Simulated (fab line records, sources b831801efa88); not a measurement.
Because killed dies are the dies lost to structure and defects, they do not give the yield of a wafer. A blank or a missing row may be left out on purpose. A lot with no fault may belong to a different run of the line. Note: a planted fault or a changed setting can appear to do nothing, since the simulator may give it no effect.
Which tool was responsible? ; flow sky130 ; Sampling: 12 lots, 36 wafers, 5 of 708 route steps

WHAT THE GAUGES SHOWED, per wafer
SKY_VIA3_BOW_MEAS_03.
lot;measured;on;VIA3_BOW (um)
L075;day 39 16:14;film-metro-03;83 84 82
L076;day 39 17:55;film-metro-03;67 74 69
L079;day 41 11:28;film-metro-03;84 75 82
L081;day 41 13:41;film-metro-04;67 84 83
L084;day 41 20:03;film-metro-02;68 78 79
L085;day 42 00:46;film-metro-04;84 84 82
L087;day 42 11:14;film-metro-02;78 85 82
L089;day 42 22:02;film-metro-03;83 72 88
L091;day 43 14:43;film-metro-04;86 81 94
L093;day 44 08:07;film-metro-04;82 72 88
L095;day 44 21:18;film-metro-04;92 84 93
L097;day 45 05:32;film-metro-03;83 80 74

TOOL THAT RAN EACH LOT (tool first, then ch and the chambers of the sampled wafers, then the start)
lot;SKY_VIA1_ETCH_14;SKY_METAL2_SOFTBAKE_11;SKY_VIA2_ETCH_14;SKY_METAL3_STRIP_19
L075;rie-diel-03 ch 0,1,3, day 35 02:22;litho-track-01 ch 0, day 37 09:19 or earlier;rie-diel-03 ch 2,3, day 37 09:19;plasma-asher-04 ch 0,1, day 39 15:07
L076;rie-diel-03 ch 2,3, day 35 04:13;litho-track-01 ch 0, day 37 11:39 or earlier;rie-diel-03 ch 1,2,3, day 37 11:39;plasma-asher-04 ch 0,1, day 39 16:40
L079;rie-diel-03 ch 0,1,3, day 37 01:19;litho-track-01 ch 0, day 39 06:53 or earlier;rie-diel-03 ch 1,2,3, day 39 06:53;plasma-asher-01 ch 0,1, day 41 10:18
L081;rie-diel-01 ch 1,2,3, day 37 02:31;litho-track-03 ch 0, day 39 08:29 or earlier;rie-diel-02 ch 1,2,3, day 39 08:29;plasma-asher-04 ch 0,1, day 41 12:30
L084;rie-diel-01 ch 0,1, day 37 10:13;litho-track-04 ch 0, day 39 16:11 or earlier;rie-diel-04 ch 0,2,3, day 39 16:11;plasma-asher-02 ch 0,1, day 41 18:54
L085;rie-diel-03 ch 1,2,3, day 37 13:58;litho-track-03 ch 0, day 39 19:58 or earlier;rie-diel-02 ch 0,1,3, day 39 19:58;plasma-asher-02 ch 0,1, day 41 23:36
L087;rie-diel-03 ch 0,3, day 38 01:07;litho-track-04 ch 0, day 40 06:28 or earlier;rie-diel-03 ch 0,1,2, day 40 06:28;plasma-asher-01 ch 0, day 42 10:05
L089;rie-diel-04 ch 0,2,3, day 38 15:37;litho-track-01 ch 0, day 40 18:43 or earlier;rie-diel-03 ch 1,2, day 40 18:43;plasma-asher-01 ch 0,1, day 42 20:27
L091;rie-diel-03 ch 0,1,3, day 39 10:19;litho-track-03 ch 0, day 41 13:26 or earlier;rie-diel-03 ch 0,2,3, day 41 13:26;plasma-asher-02 ch 0,1, day 43 13:35
L093;rie-diel-04 ch 0,1,3, day 40 05:16;litho-track-01 ch 0, day 42 07:50 or earlier;rie-diel-02 ch 0,1,3, day 42 07:50;plasma-asher-04 ch 0,1, day 44 06:59
L095;rie-diel-01 ch 1,2,3, day 40 17:10;litho-track-03 ch 0, day 42 19:46 or earlier;rie-diel-03 ch 2,3, day 42 19:46;plasma-asher-02 ch 0,1, day 44 20:09
L097;rie-diel-04 ch 0,2, day 41 02:43;litho-track-04 ch 0, day 43 05:10 or earlier;rie-diel-03 ch 0,2,3, day 43 05:10;plasma-asher-02 ch 0,1, day 45 04:24
- SKY_VIA1_ETCH_14: etches BARC in N2/H2, stops on SiO2, time 45.9 s, target depth 60 nm.
- SKY_METAL2_SOFTBAKE_11: time 94.31 s.
- SKY_VIA2_ETCH_14: etches BARC in N2/H2, stops on SiO2, time 45.9 s, target depth 60 nm.
- SKY_METAL3_STRIP_19: strips in O2/N2.

THE ANSWER, worked out from the rows above alone
Rule: the usual values come from the lots themselves. The widest of any qualifying gaps counts: lots, ordered by their means at a reading, are off when they make up no more than a third of the lots, leave a main group of 4 or more, and stand apart from it by 3 or more times the standard deviation of that group's means. If all means in a main group match to the digits the tables above print for the reading, that group is not used. A lot without any number at a reading at which 4 lots or more have one is off too. The other lots that the step has rows for count as sound.
Nothing can be told from this: no lot is off at any reading shown.

WHAT THE SIMULATOR HAD PUT IN
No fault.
